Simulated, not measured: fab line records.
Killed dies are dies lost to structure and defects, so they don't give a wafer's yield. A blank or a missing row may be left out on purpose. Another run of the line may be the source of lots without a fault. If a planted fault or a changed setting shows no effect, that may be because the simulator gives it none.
Which tool was responsible? -- flow sky130 -- Sampling: 24 lots, 72 wafers, 6 of 708 route steps

## WHAT EACH GAUGE READ, for each wafer
SKY_CONTACT_THK_MEAS_01. Usual: for CONTACT_CVD_00_THK the level is 75.5 nm and the standard deviation is 0.97.
lot,measured,on,CONTACT_CVD_00_THK (nm),flag
L074,day 30 05:04,film metro-02,74.8 75.9 77.0,
L075,day 30 16:22,film metro-01,74.9 76.6 75.6,
L076,day 31 02:54,film metro-02,75.7 74.7 75.2,
L077,day 31 09:11,film metro-01,74.0 75.7 75.6,
L078,day 31 23:56,film metro-04,74.7 74.8 74.6,
L079,day 32 04:50,film metro-04,75.1 73.9 75.3,
L080,day 32 07:58,film metro-01,75.0 75.5 77.6,
L081,day 32 14:37,film metro-01,75.0 74.4 75.8,
L082,day 32 23:07,film metro-02,75.0 74.8 75.4,
L083,day 33 07:34,film metro-01,74.3 75.1 76.5,
L084,day 33 15:13,film metro-01,76.6 76.2 77.5,
L085,day 34 01:37,film metro-01,74.1 73.2 74.8,
L086,day 34 10:58,film metro-04,75.0 74.8 76.5,
L087,day 34 21:53,film metro-04,73.3 73.8 74.3,
L088,day 35 02:47,film metro-02,75.7 75.3 75.8,
L089,day 35 12:07,film metro-02,74.3 76.4 74.9,
L090,day 35 12:51,film metro-02,75.6 76.3 76.9,
L091,day 35 21:10,film metro-02,76.1 75.1 77.4,
L092,day 36 06:49,film metro-02,76.9 75.6 76.9,
L093,day 36 09:35,film metro-01,75.5 76.1 76.6,
L094,day 36 15:05,film metro-04,75.1 75.5 76.5,
L095,day 36 23:59,film metro-01,74.8 75.1 75.7,
L096,day 37 09:13,film metro-04,75.2 77.0 77.6,
L097,day 37 17:18,film metro-02,75.2 74.8 75.9,

SKY_VIA2_BOW_MEAS_03. Usual: for VIA2_BOW the level is 82 um and the standard deviation is 7.7.
lot,measured,on,VIA2_BOW (um),flag
L074,day 34 22:38,film metro-01,89 88 75,
L075,day 35 10:29,film metro-01,84 77 79,
L076,day 35 19:37,film metro-04,77 78 70,
L077,day 36 01:59,film metro-02,79 81 88,
L078,day 36 17:16,film metro-01,100 96 88,
L079,day 36 22:08,film metro-02,81 75 74,
L080,day 37 00:01,film metro-02,81 81 72,
L081,day 37 07:09,film metro-02,91 81 72,
L082,day 37 13:47,film metro-01,83 70 74,
L083,day 37 23:39,film metro-02,95 89 97,
L084,day 38 07:26,film metro-02,100 88 78,
L085,day 38 16:01,film metro-01,73 94 85,
L086,day 39 03:32,film metro-01,90 70 88,
L087,day 39 12:17,film metro-01,88 94 82,
L088,day 39 16:05,film metro-04,94 81 78,
L089,day 40 01:56,film metro-02,82 80 81,
L090,day 40 04:29,film metro-04,85 96 78,
L091,day 40 10:49,film metro-01,84 80 74,
L092,day 40 17:29,film metro-04,72 92 75,
L093,day 40 19:50,film metro-01,79 83 76,
L094,day 41 01:54,film metro-01,90 60 78,
L095,day 41 10:49,film metro-01,93 97 90,
L096,day 41 18:07,film metro-01,79 77 85,
L097,day 42 01:59,film metro-02,99 84 83,

SKY_PASSIVATION_THK_MEAS_01. Usual: for PASSIVATION_CVD_00_THK the level is 90.5 nm and the standard deviation is 1.2.
lot,measured,on,PASSIVATION_CVD_00_THK (nm),flag
L074,day 43 16:00,film metro-04,89.7 89.6 91.4,
L075,day 44 03:55,film metro-02,90.5 92.6 92.3,
L076,day 44 10:39,film metro-03,88.9 87.2 88.4,
L077,day 44 15:06,film metro-03,90.4 90.9 91.5,
L078,day 45 04:53,film metro-02,90.3 90.9 90.7,
L079,day 45 08:17,film metro-03,90.3 90.1 91.0,
L080,day 45 09:45,film metro-02,88.8 90.6 90.7,
L081,day 45 16:57,film metro-02,91.2 90.2 91.9,
L082,day 45 21:48,film metro-04,88.6 90.7 90.2,
L083,day 46 09:21,film metro-03,90.3 89.7 92.2,
L084,day 46 12:07,film metro-02,89.0 88.9 91.3,
L085,day 46 16:37,film metro-02,88.7 89.8 88.9,
L086,day 47 03:11,film metro-04,89.8 90.9 90.2,
L087,day 47 11:50,film metro-03,89.7 89.2 89.3,
L088,day 47 14:50,film metro-04,89.3 90.8 92.5,
L089,day 47 21:19,film metro-04,91.5 91.8 90.7,
L090,day 47 22:50,film metro-04,91.8 91.8 92.2,
L091,day 48 03:37,film metro-03,89.6 89.0 89.3,
L092,day 48 10:08,film metro-04,90.2 91.3 91.7,
L093,day 48 13:19,film metro-02,91.9 92.7 92.0,
L094,day 48 18:44,film metro-04,90.1 91.8 92.7,
L095,day 48 22:44,film metro-03,91.3 90.5 92.4,
L096,day 49 06:24,film metro-04,89.9 91.7 90.8,
L097,day 49 10:49,film metro-04,89.6 88.9 91.2,

## TOOL THAT RAN EACH LOT (tool first, then ch and the chambers of the sampled wafers, then the start)
lot,SKY_POLY_CUT_STRIP_12,SKY_CONTACT_CVD_00,SKY_CONTACT_CMP_04
L074,"plasma asher-03 ch 0, day 24 01:06","pecvd-04 ch 0,1,2, day 30 05:02","cmp-01 ch 0,3, day 30 05:15"
L075,"plasma asher-04 ch 0,1, day 24 12:41","pecvd-04 ch 0,1,2, day 30 16:18","cmp-01 ch 1,2, day 30 16:32"
L076,"plasma asher-01 ch 0,1, day 25 00:15","pecvd-02 ch 1,2, day 31 02:51","cmp-01 ch 1,2,3, day 31 03:05"
L077,"plasma asher-04 ch 0,1, day 25 07:51","pecvd-01 ch 0,1,2, day 31 09:09","cmp-02 ch 0,2,3, day 31 09:29"
L078,"plasma asher-04 ch 0,1, day 25 23:15","pecvd-01 ch 0,1,2, day 31 23:54","cmp-02 ch 1,3, day 32 00:19"
L079,"plasma asher-04 ch 0,1, day 26 03:51","pecvd-04 ch 0,1, day 32 04:48","cmp-01 ch 0,2,3, day 32 05:05"
L080,"plasma asher-01 ch 0,1, day 26 06:01","pecvd-01 ch 0,1,2, day 32 07:56","cmp-01 ch 0,2,3, day 32 08:19"
L081,"plasma asher-03 ch 0, day 26 15:49","pecvd-02 ch 0,1, day 32 14:35","cmp-02 ch 2,3, day 32 14:50"
L082,"plasma asher-04 ch 0,1, day 27 00:07","pecvd-02 ch 0,1,2, day 32 23:05","cmp-02 ch 0,3, day 32 23:18"
L083,"plasma asher-01 ch 0, day 27 08:51","pecvd-04 ch 0,1, day 33 07:31","cmp-01 ch 0,1,2, day 33 07:45"
L084,"plasma asher-01 ch 0,1, day 27 19:34","pecvd-01 ch 0,2, day 33 15:09","cmp-01 ch 0,1,2, day 33 15:23"
L085,"plasma asher-03 ch 0,1, day 28 05:33","pecvd-01 ch 0,1, day 34 01:35","cmp-02 ch 0,1,3, day 34 01:59"
L086,"plasma asher-01 ch 0,1, day 28 15:06","pecvd-04 ch 0,1,2, day 34 10:56","cmp-01 ch 1,2, day 34 11:23"
L087,"plasma asher-04 ch 0,1, day 28 22:27","pecvd-02 ch 0,1,2, day 34 21:51","cmp-02 ch 0,1,2, day 34 22:05"
L088,"plasma asher-01 ch 0,1, day 29 09:15","pecvd-04 ch 0,1, day 35 02:44","cmp-02 ch 0,1,2, day 35 02:58"
L089,"plasma asher-03 ch 0,1, day 29 17:52","pecvd-02 ch 0,2, day 35 12:04","cmp-02 ch 0,1,3, day 35 12:18"
L090,"plasma asher-01 ch 0,1, day 29 20:29","pecvd-04 ch 0,1,2, day 35 12:48","cmp-02 ch 2,3, day 35 13:04"
L091,"plasma asher-04 ch 0,1, day 30 05:20","pecvd-01 ch 0,2, day 35 21:05","cmp-02 ch 0,1,3, day 35 21:28"
L092,"plasma asher-01 ch 0,1, day 30 12:28","pecvd-01 ch 0,2, day 36 06:46","cmp-01 ch 0,1,2, day 36 07:06"
L093,"plasma asher-01 ch 0,1, day 30 16:06","pecvd-04 ch 0,1, day 36 09:33","cmp-01 ch 0,1,3, day 36 09:55"
L094,"plasma asher-01 ch 0,1, day 30 21:04","pecvd-04 ch 0,2, day 36 15:04","cmp-02 ch 0,1,2, day 36 15:23"
L095,"plasma asher-01 ch 0,1, day 31 07:12","pecvd-04 ch 0,1,2, day 36 23:56","cmp-01 ch 0,1,2, day 37 00:09"
L096,"plasma asher-03 ch 0,1, day 31 16:35","pecvd-02 ch 0,1,2, day 37 09:10","cmp-02 ch 0,1,3, day 37 09:29"
L097,"plasma asher-01 ch 0,1, day 32 02:43","pecvd-02 ch 1,2, day 37 17:16","cmp-02 ch 0,1,2, day 37 17:35"
- SKY_POLY_CUT_STRIP_12: strips in O2/N2.
- SKY_CONTACT_CVD_00: deposits Si3N4, target thk 75 nm.
- SKY_CONTACT_CMP_04: polishes SiO2.

## WHAT THE TOOLS THEMSELVES READ (means of the sampled wafers that have a number; where no wafer has one, the mark that the record gives instead)
SKY_POLY_CUT_STRIP_12. Usual: drypump motor current A 5.7 A, standard deviation 0.4; oes product au 0.452 a.u., standard deviation 0.0043; strip time to endpoint s 5.354 s, standard deviation 0.016.
lot,tool,drypump motor current A (A),oes product au (a.u.),strip time to endpoint s (s),flag
L074,plasma asher-03,6.0,0.454,5.356,
L075,plasma asher-04,5.2,0.451,5.357,
L076,plasma asher-01,5.9,0.453,5.373,
L077,plasma asher-04,5.2,0.452,5.353,
L078,plasma asher-04,5.5,0.450,5.358,
L079,plasma asher-04,5.2,0.452,5.378,
L080,plasma asher-01,5.9,0.450,5.352,
L081,plasma asher-03,6.0,0.459,5.353,
L082,plasma asher-04,5.2,0.451,5.359,
L083,plasma asher-01,5.9,0.446,5.355,
L084,plasma asher-01,5.9,0.450,5.338,
L085,plasma asher-03,5.9,0.457,5.369,
L086,plasma asher-01,5.9,0.452,5.355,
L087,plasma asher-04,5.5,0.452,5.360,
L088,plasma asher-01,5.9,0.454,5.362,
L089,plasma asher-03,5.9,0.453,5.344,
L090,plasma asher-01,5.9,0.449,5.329,
L091,plasma asher-04,5.5,0.449,5.335,
L092,plasma asher-01,5.9,0.451,5.343,
L093,plasma asher-01,5.9,0.450,5.332,
L094,plasma asher-01,5.9,0.452,5.367,
L095,plasma asher-01,5.9,0.450,5.364,
L096,plasma asher-03,5.7,0.448,5.355,
L097,plasma asher-01,5.9,0.457,5.365,

SKY_CONTACT_CVD_00. Usual: heater power w 721 W, standard deviation 92; rf fwd power W 444.5 W, standard deviation 2.2; susceptor temp C 400.02 C, standard deviation 0.24.
lot,tool,heater power w (W),rf fwd power W (W),susceptor temp C (C),flag
L074,pecvd-04,703,445.5,400.22,
L075,pecvd-04,682,445.2,399.81,
L076,pecvd-02,723,444.6,399.90,
L077,pecvd-01,744,445.8,399.91,
L078,pecvd-01,721,444.0,399.89,
L079,pecvd-04,637,446.3,400.07,
L080,pecvd-01,776,443.9,399.89,
L081,pecvd-02,642,442.9,399.75,
L082,pecvd-02,766,443.4,399.92,
L083,pecvd-04,704,445.2,400.20,
L084,pecvd-01,854,444.2,399.83,
L085,pecvd-01,694,445.2,400.06,
L086,pecvd-04,710,444.5,400.14,
L087,pecvd-02,704,443.0,399.97,
L088,pecvd-04,740,445.6,400.15,
L089,pecvd-02,759,440.0,400.07,
L090,pecvd-04,701,445.4,400.15,
L091,pecvd-01,810,444.6,400.07,
L092,pecvd-01,782,445.4,399.88,
L093,pecvd-04,719,446.9,400.19,
L094,pecvd-04,710,445.3,400.01,
L095,pecvd-04,710,445.1,400.04,
L096,pecvd-02,695,441.5,400.05,
L097,pecvd-02,773,442.3,399.77,

SKY_CONTACT_CMP_04. Usual: motor current A 12.6 A, standard deviation 1.3; slurry flow ml min 150.1, standard deviation 0.43; time to endpoint s 83 s, standard deviation 4.
lot,tool,motor current A (A),slurry flow ml min,time to endpoint s (s),flag
L074,cmp-01,12.2,150.3,86,
L075,cmp-01,12.3,149.9,82,
L076,cmp-01,13.0,150.1,80,
L077,cmp-02,12.5,150.1,82,
L078,cmp-02,12.3,149.6,87,
L079,cmp-01,13.1,150.6,84,
L080,cmp-01,14.0,149.8,81,
L081,cmp-02,13.0,150.4,84,
L082,cmp-02,11.4,150.2,86,
L083,cmp-01,13.3,150.4,82,
L084,cmp-01,13.5,150.4,80,
L085,cmp-02,11.8,149.8,88,
L086,cmp-01,13.8,150.4,81,
L087,cmp-02,12.4,150.3,80,
L088,cmp-02,12.8,150.1,80,
L089,cmp-02,11.7,150.2,88,
L090,cmp-02,12.8,149.7,74,
L091,cmp-02,11.8,149.7,82,
L092,cmp-01,12.7,150.1,84,
L093,cmp-01,12.1,150.1,85,
L094,cmp-02,12.3,149.7,85,
L095,cmp-01,13.3,150.3,85,
L096,cmp-02,11.8,150.2,84,
L097,cmp-02,12.3,150.1,86,

## THE ANSWER, worked out from the rows above alone
Rule: lot off if the mean of its wafers having a number is beyond 3 standard deviations from the usual mean. Also off: a lot with no number at a reading for which 4 or more lots have one. The other lots that the step has rows for count as sound. First the gauges in route order, then the tools' own readings, where a lot's mean is used as printed above. The first step at which some lot is off is used, and at that step the reading that is off furthest; a lot without a number counts as furthest.
Across all readings shown, no lot is off: no conclusion can be drawn from this.

## WHAT HAD BEEN PUT IN BY THE SIMULATOR
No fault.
